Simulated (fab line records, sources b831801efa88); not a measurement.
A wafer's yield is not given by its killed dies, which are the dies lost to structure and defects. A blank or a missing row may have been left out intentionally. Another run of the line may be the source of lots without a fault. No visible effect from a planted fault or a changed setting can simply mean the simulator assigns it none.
2 desks looking at one fault || flow sky130 || numbers are kept per desk, each desk with only its own; the story behind them comes last

AT THE METROLOGY DESK
Means of the sampled wafers that have a number, per lot and without regard to the tool the lot ran on: this is what the gauges read. A lot is out of limits, marked OUT, if its mean lies more than 4 standard deviations from the usual mean; the brackets give that distance.
Columns: A = FIELD_ISO_CVD_03_THK at SKY_FIELD_ISO_THK_MEAS_04, usual 165.5 nm; B = FIELD_ISO_OXIDATION_01_THK at SKY_FIELD_ISO_THK_MEAS_23, usual 9.96 nm; C = NWELL_TW at SKY_NWELL_TW_MEAS_15, usual 1827
{"lot": "L877", "first seen here": "day 1 16:16", "A": 164.8, "B": 10.02, "C": 1828}
{"lot": "L878", "first seen here": "day 1 21:45", "A": 165.9, "B": 9.92, "C": 1829}
{"lot": "L879", "first seen here": "day 2 02:41", "A": 165.0, "B": 9.59, "C": 1837}
{"lot": "L880", "first seen here": "day 2 05:52", "A": 166.8, "B": 9.96, "C": 1837}
{"lot": "L882", "first seen here": "day 2 15:43", "A": 164.6, "B": 9.59, "C": 1821}
{"lot": "L884", "first seen here": "day 3 00:52", "A": 164.0, "B": 9.60, "C": 1823}
{"lot": "L885", "first seen here": "day 3 08:26", "A": 164.6, "B": 9.65, "C": 1819}
{"lot": "L886", "first seen here": "day 3 10:49", "A": 165.7, "B": 9.60, "C": 1814}
{"lot": "L887", "first seen here": "day 3 16:35", "A": 166.9, "B": 10.11, "C": 1811}
{"lot": "L890", "first seen here": "day 4 06:29", "A": 166.0, "B": 10.31, "C": 1800}
{"lot": "L894", "first seen here": "day 5 04:16", "A": 165.0, "B": 10.02, "C": 1830}
{"lot": "L896", "first seen here": "day 5 14:05", "A": 162.5, "B": 10.19, "C": 1841}
{"lot": "L898", "first seen here": "day 5 23:22", "A": 165.4, "B": 9.92, "C": 1808}
{"lot": "L899", "first seen here": "day 6 06:29", "A": 166.9, "B": 9.83, "C": 1823}
This desk's verdict: no lot among the 14 shows anything out of limits.

AT THE TOOL OWNER'S DESK: wet-bench-04
The tool's own readings at SKY_FIELD_ISO_WET_ETCH_30 (etches SiO2 in dHF, target depth 25 nm, time 50 s): means of the sampled wafers that have a number, for each lot that ran on this tool. A lot is out of limits, marked OUT, if its mean lies more than 4 standard deviations from the usual mean; the brackets give that distance.
Columns: A = run-length-s at SKY_FIELD_ISO_WET_ETCH_30, usual 77.7 s; B = temp-c at SKY_FIELD_ISO_WET_ETCH_30, usual 24.99 C
{"lot": "L877", "first seen here": "day 2 13:22", "A": 76.1, "B": 24.98}
{"lot": "L878", "first seen here": "day 2 17:35", "A": 76.6, "B": 24.90}
{"lot": "L879", "first seen here": "day 2 22:47", "A": 78.0, "B": 25.00}
{"lot": "L885", "first seen here": "day 4 05:20", "A": "56.3 (-7.9) OUT", "B": 25.02}
{"lot": "L890", "first seen here": "day 5 04:13", "A": "49.9 (-10) OUT", "B": 24.94}
This desk finds L885, L890 out of limits, L885 being first, at day 4 05:20 (run-length-s at SKY_FIELD_ISO_WET_ETCH_30). L877, L878, L879: within limits.

ALL TOGETHER
On L885, L890, at day 4 05:20, an alarm was possible from the tool owner's desk.
Nothing out of limits was seen by the metrology desk.
The metrology desk has L885, L890 on record, within its limits.
Of the lots named, all ran SKY_FIELD_ISO_WET_ETCH_30 on wet-bench-04.

WHAT THE SIMULATOR HAD INSERTED
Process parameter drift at SKY_FIELD_ISO_WET_ETCH_30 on wet-bench-04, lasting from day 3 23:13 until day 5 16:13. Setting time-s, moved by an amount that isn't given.
Lots struck among those shown: L885, L890.
Hours from the fault's start to each desk's first reading out of limits: the tool owner's desk, 6.
